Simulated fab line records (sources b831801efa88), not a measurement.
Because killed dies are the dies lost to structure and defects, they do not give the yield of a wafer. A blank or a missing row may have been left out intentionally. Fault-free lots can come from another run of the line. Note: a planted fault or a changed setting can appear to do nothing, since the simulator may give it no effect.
Which tool was responsible? || flow sky130 || Sampling: 13 lots, 39 wafers, 2 of 708 route steps

WHAT THE GAUGES READ, wafer by wafer
SKY_CONTACT_CD_MEAS_14 targets a cd of 170 nm. Usual: cd nm reads 169.6 nm (standard deviation 1.5).
{"lot": "L874", "measured": "day 33 00:45", "on": "cd sem-01", "cd nm (nm)": "168.4 169.3 167.8", "flag": ""}
{"lot": "L875", "measured": "day 33 09:43", "on": "cd sem-02", "cd nm (nm)": "168.4 169.2 169.4", "flag": ""}
{"lot": "L876", "measured": "day 33 10:22", "on": "cd sem-02", "cd nm (nm)": "168.7 167.9 169.6", "flag": ""}
{"lot": "L877", "measured": "day 34 06:19", "on": "cd sem-01", "cd nm (nm)": "170.6 168.6 170.5", "flag": ""}
{"lot": "L878", "measured": "day 34 09:17", "on": "cd sem-02", "cd nm (nm)": "167.5 169.2 168.7", "flag": ""}
{"lot": "L879", "measured": "day 34 18:55", "on": "cd sem-01", "cd nm (nm)": "171.2 173.0 172.9", "flag": ""}
{"lot": "L880", "measured": "day 34 20:55", "on": "cd sem-02", "cd nm (nm)": "171.5 171.7 170.0", "flag": ""}
{"lot": "L887", "measured": "day 37 07:05", "on": "cd sem-02", "cd nm (nm)": "169.2 170.6 171.4", "flag": ""}
{"lot": "L891", "measured": "day 39 03:31", "on": "cd sem-01", "cd nm (nm)": "169.4 170.1 170.3", "flag": ""}
{"lot": "L892", "measured": "day 39 02:49", "on": "cd sem-02", "cd nm (nm)": "170.4 169.5 169.9", "flag": ""}
{"lot": "L893", "measured": "day 39 01:10", "on": "cd sem-01", "cd nm (nm)": "167.6 167.8 169.5", "flag": ""}
{"lot": "L894", "measured": "day 39 07:47", "on": "cd sem-02", "cd nm (nm)": "169.0 168.8 167.9", "flag": ""}
{"lot": "L895", "measured": "day 39 15:31", "on": "cd sem-02", "cd nm (nm)": "170.8 171.0 171.6", "flag": ""}

WHICH TOOL RAN EACH LOT (tool, then ch and the chambers of the sampled wafers, then the start)
{"lot": "L874", "SKY_GATE_OXIDE_OXIDATION_16": "furnace-02 ch 0, day 15 05:38"}
{"lot": "L875", "SKY_GATE_OXIDE_OXIDATION_16": "furnace-02 ch 0, day 15 12:49"}
{"lot": "L876", "SKY_GATE_OXIDE_OXIDATION_16": "furnace-01 ch 0, day 15 13:19"}
{"lot": "L877", "SKY_GATE_OXIDE_OXIDATION_16": "furnace-02 ch 0, day 16 13:18"}
{"lot": "L878", "SKY_GATE_OXIDE_OXIDATION_16": "furnace-02 ch 0, day 16 13:18"}
{"lot": "L879", "SKY_GATE_OXIDE_OXIDATION_16": "furnace-02 ch 0, day 17 03:25 and furnace-01 ch 0, day 17 05:19"}
{"lot": "L880", "SKY_GATE_OXIDE_OXIDATION_16": "furnace-02 ch 0, day 17 03:25 and furnace-01 ch 0, day 17 05:19"}
{"lot": "L887", "SKY_GATE_OXIDE_OXIDATION_16": "furnace-02 ch 0, day 20 00:13"}
{"lot": "L891", "SKY_GATE_OXIDE_OXIDATION_16": "furnace-02 ch 0, day 21 00:19"}
{"lot": "L892", "SKY_GATE_OXIDE_OXIDATION_16": "furnace-01 ch 0, day 21 06:55"}
{"lot": "L893", "SKY_GATE_OXIDE_OXIDATION_16": "furnace-01 ch 0, day 21 19:48"}
{"lot": "L894", "SKY_GATE_OXIDE_OXIDATION_16": "furnace-01 ch 0, day 22 07:17"}
{"lot": "L895", "SKY_GATE_OXIDE_OXIDATION_16": "furnace-01 ch 0, day 22 15:40"}
- SKY_GATE_OXIDE_OXIDATION_16: stabilise 600 s, purge 300 s, target thk 3.57 nm.

WHAT THE TOOLS THEMSELVES READ (means of the sampled wafers that have a number; where no wafer has one, the mark that the record gives instead)
SKY_GATE_OXIDE_OXIDATION_16. Usual: ramp up c per min 10.000, standard deviation 0.0018; spike tc bottom C 819.8 C, standard deviation 1.
{"lot": "L874", "tool": "furnace-02", "ramp up c per min": 10.000, "spike tc bottom C (C)": 818.7, "flag": ""}
{"lot": "L875", "tool": "furnace-02", "ramp up c per min": 10.001, "spike tc bottom C (C)": 818.8, "flag": ""}
{"lot": "L876", "tool": "furnace-01", "ramp up c per min": 9.999, "spike tc bottom C (C)": 819.5, "flag": ""}
{"lot": "L877", "tool": "furnace-02", "ramp up c per min": 10.001, "spike tc bottom C (C)": 820.0, "flag": ""}
{"lot": "L878", "tool": "furnace-02", "ramp up c per min": 10.001, "spike tc bottom C (C)": 819.6, "flag": ""}
{"lot": "L879", "tool": "furnace-02/furnace-01", "ramp up c per min": 10.001, "spike tc bottom C (C)": 820.3, "flag": ""}
{"lot": "L880", "tool": "furnace-02/furnace-01", "ramp up c per min": 10.000, "spike tc bottom C (C)": 820.2, "flag": ""}
{"lot": "L887", "tool": "furnace-02", "ramp up c per min": 10.000, "spike tc bottom C (C)": 820.0, "flag": ""}
{"lot": "L891", "tool": "furnace-02", "ramp up c per min": 10.001, "spike tc bottom C (C)": 819.8, "flag": ""}
{"lot": "L892", "tool": "furnace-01", "ramp up c per min": 9.999, "spike tc bottom C (C)": 819.9, "flag": ""}
{"lot": "L893", "tool": "furnace-01", "ramp up c per min": 10.001, "spike tc bottom C (C)": 820.1, "flag": ""}
{"lot": "L894", "tool": "furnace-01", "ramp up c per min": 10.001, "spike tc bottom C (C)": 819.9, "flag": ""}
{"lot": "L895", "tool": "furnace-01", "ramp up c per min": 10.001, "spike tc bottom C (C)": 819.8, "flag": ""}

THE ANSWER, worked out from the rows above alone
Rule: take the mean of a lot's wafers that have a number; if it is more than 3 standard deviations from the usual mean, the lot is off. A lot without any number at a reading at which 4 lots or more have one is off too. All remaining lots with rows at the step are treated as sound. After the gauges, taken in route order, come the tools' own readings; for these a lot's mean is taken, as printed above. The first step at which some lot is off is used, and at that step the reading that is off furthest; a lot without a number counts as furthest.
None of the lots is off at any reading shown; this tells nothing.

WHAT THE SIMULATOR HAD PUT IN
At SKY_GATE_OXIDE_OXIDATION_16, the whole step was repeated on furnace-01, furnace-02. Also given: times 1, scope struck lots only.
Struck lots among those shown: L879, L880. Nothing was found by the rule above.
